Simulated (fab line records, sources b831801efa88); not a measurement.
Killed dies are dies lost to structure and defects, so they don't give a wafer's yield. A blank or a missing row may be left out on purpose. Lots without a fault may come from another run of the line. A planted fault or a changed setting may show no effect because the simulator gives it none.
Which tool did it? | flow sky130 | 24 lots, 72 wafers sampled, at 3 steps of a route of 708

WHAT THE GAUGES READ, wafer by wafer
SKY_VIA1_THK_MEAS_23: measures by xrf.
lot  | measured     | on            | VIA1_W_THK (nm)
L074 | day 35 00:53 | film_metro-01 | 270 268 267
L075 | day 35 06:02 | film_metro-04 | 267 276 265
L076 | day 36 00:28 | film_metro-04 | 278 279 267
L077 | day 36 16:11 | film_metro-04 | 267 261 271
L078 | day 36 22:41 | film_metro-04 | 274 273 267
L079 | day 37 04:34 | film_metro-04 | 265 272 265
L080 | day 37 11:26 | film_metro-02 | 266 268 263
L081 | day 37 19:01 | film_metro-02 | 260 263 265
L082 | day 38 00:40 | film_metro-04 | 264 273 273
L083 | day 38 13:25 | film_metro-01 | 267 265 269
L084 | day 38 19:04 | film_metro-02 | 267 276 265
L085 | day 39 08:59 | film_metro-04 | 275 263 275
L086 | day 39 11:13 | film_metro-02 | 263 265 266
L087 | day 39 23:02 | film_metro-01 | 266 269 271
L088 | day 40 04:15 | film_metro-04 | 266 274 275
L089 | day 40 08:51 | film_metro-02 | 270 272 272
L090 | day 40 22:24 | film_metro-04 | 269 271 269
L091 | day 41 11:03 | film_metro-02 | 265 268 271
L093 | day 41 19:06 | film_metro-04 | 276 267 273
L092 | day 41 20:55 | film_metro-02 | 261 268 269
L094 | day 42 01:34 | film_metro-04 | 275 268 277
L095 | day 42 09:49 | film_metro-01 | 265 264 264
L096 | day 42 15:04 | film_metro-01 | 264 262 262
L097 | day 42 19:31 | film_metro-04 | 271 277 268

WHICH TOOL RAN EACH LOT (tool, then ch and the chambers of the sampled wafers, then the start)
lot  | SKY_METAL1_SPUTTER_03        | SKY_METAL1_METAL_ETCH_19
L074 | pvd_sputter-03, day 32 13:51 | rie_metal-03 ch 1, day 33 18:44
L075 | pvd_sputter-04, day 32 18:54 | rie_metal-01 ch 0,1, day 33 23:14
L076 | pvd_sputter-03, day 33 12:16 | rie_metal-02 ch 0,1, day 34 17:26
L077 | pvd_sputter-03, day 34 02:49 | rie_metal-02 ch 1, day 35 08:24
L078 | pvd_sputter-01, day 34 09:54 | rie_metal-02 ch 1, day 35 15:15
L079 | pvd_sputter-04, day 34 16:14 | rie_metal-02 ch 1, day 35 20:47
L080 | pvd_sputter-01, day 34 22:46 | rie_metal-02 ch 0,1, day 36 04:11
L081 | pvd_sputter-01, day 35 06:01 | rie_metal-03 ch 0,1, day 36 11:20
L082 | pvd_sputter-03, day 35 11:44 | rie_metal-01 ch 0,1, day 36 16:50
L083 | pvd_sputter-04, day 36 00:36 | rie_metal-03 ch 0,1, day 37 06:09
L084 | pvd_sputter-03, day 36 07:15 | rie_metal-02 ch 0,1, day 37 12:00
L085 | pvd_sputter-04, day 36 20:55 | rie_metal-03 ch 0,1, day 38 01:53
L086 | pvd_sputter-03, day 36 22:18 | rie_metal-02 ch 0, day 38 03:40
L087 | pvd_sputter-01, day 37 09:49 | rie_metal-02 ch 0, day 38 15:47
L088 | pvd_sputter-04, day 37 15:27 | rie_metal-01 ch 0,1, day 38 21:02
L089 | pvd_sputter-01, day 37 20:24 | rie_metal-01 ch 0,1, day 39 01:45
L090 | pvd_sputter-03, day 38 09:39 | rie_metal-03 ch 0,1, day 39 15:44
L091 | pvd_sputter-04, day 38 23:58 | rie_metal-03 ch 0,1, day 40 05:09
L093 | pvd_sputter-03, day 39 09:18 | rie_metal-02 ch 0,1, day 40 14:14
L092 | pvd_sputter-03, day 39 11:00 | rie_metal-02 ch 0,1, day 40 15:53
L094 | pvd_sputter-01, day 39 16:41 | rie_metal-01 ch 1, day 40 21:11
L095 | pvd_sputter-01, day 40 02:06 | rie_metal-01 ch 0,1, day 41 06:15
L096 | pvd_sputter-04, day 40 07:56 | rie_metal-02 ch 0,1, day 41 11:32
L097 | pvd_sputter-04, day 40 14:44 | rie_metal-01 ch 0, day 41 17:20
- SKY_METAL1_SPUTTER_03: material Ti, target thk 5 nm, time 3.3 s.
- SKY_METAL1_METAL_ETCH_19: etches the open film in Cl2/BCl3, stops on SiO2, target depth 360 nm, time 78 s.

WHAT THE TOOLS THEMSELVES READ (means of the sampled wafers that have a number; where no wafer has one, the mark that the record gives instead)
SKY_METAL1_SPUTTER_03.
lot  | tool           | chamber_pressure_pa (Pa) | throttle_valve_pct (%)
L074 | pvd_sputter-03 | 0.3991                   | 29.4
L075 | pvd_sputter-04 | 0.4008                   | 30.0
L076 | pvd_sputter-03 | 0.3996                   | 29.5
L077 | pvd_sputter-03 | 0.4001                   | 29.7
L078 | pvd_sputter-01 | 0.3995                   | 30.2
L079 | pvd_sputter-04 | 0.3999                   | 30.2
L080 | pvd_sputter-01 | 0.3998                   | 29.9
L081 | pvd_sputter-01 | 0.4000                   | 29.7
L082 | pvd_sputter-03 | 0.4001                   | 29.4
L083 | pvd_sputter-04 | 0.4005                   | 30.5
L084 | pvd_sputter-03 | 0.4006                   | 30.5
L085 | pvd_sputter-04 | 0.3998                   | 30.5
L086 | pvd_sputter-03 | 0.3996                   | 30.7
L087 | pvd_sputter-01 | 0.3994                   | 30.0
L088 | pvd_sputter-04 | 0.3994                   | 30.2
L089 | pvd_sputter-01 | 0.4001                   | 30.0
L090 | pvd_sputter-03 | 0.4004                   | 30.3
L091 | pvd_sputter-04 | 0.4001                   | 30.2
L093 | pvd_sputter-03 | 0.4003                   | 29.6
L092 | pvd_sputter-03 | 0.3992                   | 29.3
L094 | pvd_sputter-01 | 0.3998                   | 29.8
L095 | pvd_sputter-01 | 0.3994                   | 30.2
L096 | pvd_sputter-04 | 0.4003                   | 30.7
L097 | pvd_sputter-04 | 0.4000                   | 29.9

SKY_METAL1_METAL_ETCH_19.
lot  | tool         | bcl3_flow_sccm (sccm) | drypump_motor_current_A (A) | oes_product_au (a.u.) | throttle_valve_pct (%)
L074 | rie_metal-03 | 29.90                 | 6.6                         | 0.861                 | 22.273
L075 | rie_metal-01 | 30.00                 | 5.5                         | 0.867                 | 22.261
L076 | rie_metal-02 | 30.16                 | 6.0                         | 0.857                 | 22.260
L077 | rie_metal-02 | 30.00                 | 6.1                         | 0.868                 | 22.269
L078 | rie_metal-02 | 29.94                 | 6.1                         | 0.865                 | 22.262
L079 | rie_metal-02 | 29.90                 | 6.1                         | 0.862                 | 22.261
L080 | rie_metal-02 | 30.02                 | 6.0                         | 0.867                 | 22.264
L081 | rie_metal-03 | 30.09                 | 6.4                         | 0.862                 | 22.267
L082 | rie_metal-01 | 29.97                 | 5.8                         | 0.870                 | 22.260
L083 | rie_metal-03 | 30.01                 | 6.1                         | 0.865                 | 22.264
L084 | rie_metal-02 | 29.93                 | 6.0                         | 0.860                 | 22.268
L085 | rie_metal-03 | 29.90                 | 6.4                         | 0.864                 | 22.267
L086 | rie_metal-02 | 29.88                 | 5.8                         | 0.858                 | 22.261
L087 | rie_metal-02 | 30.04                 | 5.8                         | 0.855                 | 22.256
L088 | rie_metal-01 | 29.96                 | 5.8                         | 0.860                 | 22.259
L089 | rie_metal-01 | 30.04                 | 5.8                         | 0.861                 | 22.265
L090 | rie_metal-03 | 30.02                 | 6.4                         | 0.865                 | 22.250
L091 | rie_metal-03 | 30.10                 | 6.4                         | 0.865                 | 22.271
L093 | rie_metal-02 | 30.00                 | 5.9                         | 0.861                 | 22.268
L092 | rie_metal-02 | 30.08                 | 6.0                         | 0.867                 | 22.265
L094 | rie_metal-01 | 30.05                 | 6.1                         | 0.867                 | 22.259
L095 | rie_metal-01 | 30.04                 | 5.8                         | 0.864                 | 22.270
L096 | rie_metal-02 | 30.02                 | 6.0                         | 0.870                 | 22.258
L097 | rie_metal-01 | 30.06                 | 5.2                         | 0.862                 | 22.263

THE ANSWER, worked out from the rows above alone
Rule: what is usual is taken from the lots themselves. Put in order of their means at a reading, lots are off if they are a third of the lots or fewer, leave a main group of 4 or more, and stand apart from it by a gap of 3 or more times the standard deviation of the main group's means; of several such gaps the widest counts. A main group whose means are all the same, to the digits that the tables above print for the reading, isn't used. A lot without any number at a reading at which 4 lots or more have one is off too. The other lots that the step has rows for count as sound. The gauges are gone through in route order, then the tools' own readings, and for those a lot's mean is taken as printed above. The first step at which some lot is off is used, and at that step the reading that is off furthest; a lot without a number counts as furthest.
No lot is off at any reading shown: from this, nothing can be told.

WHAT THE SIMULATOR HAD PUT IN
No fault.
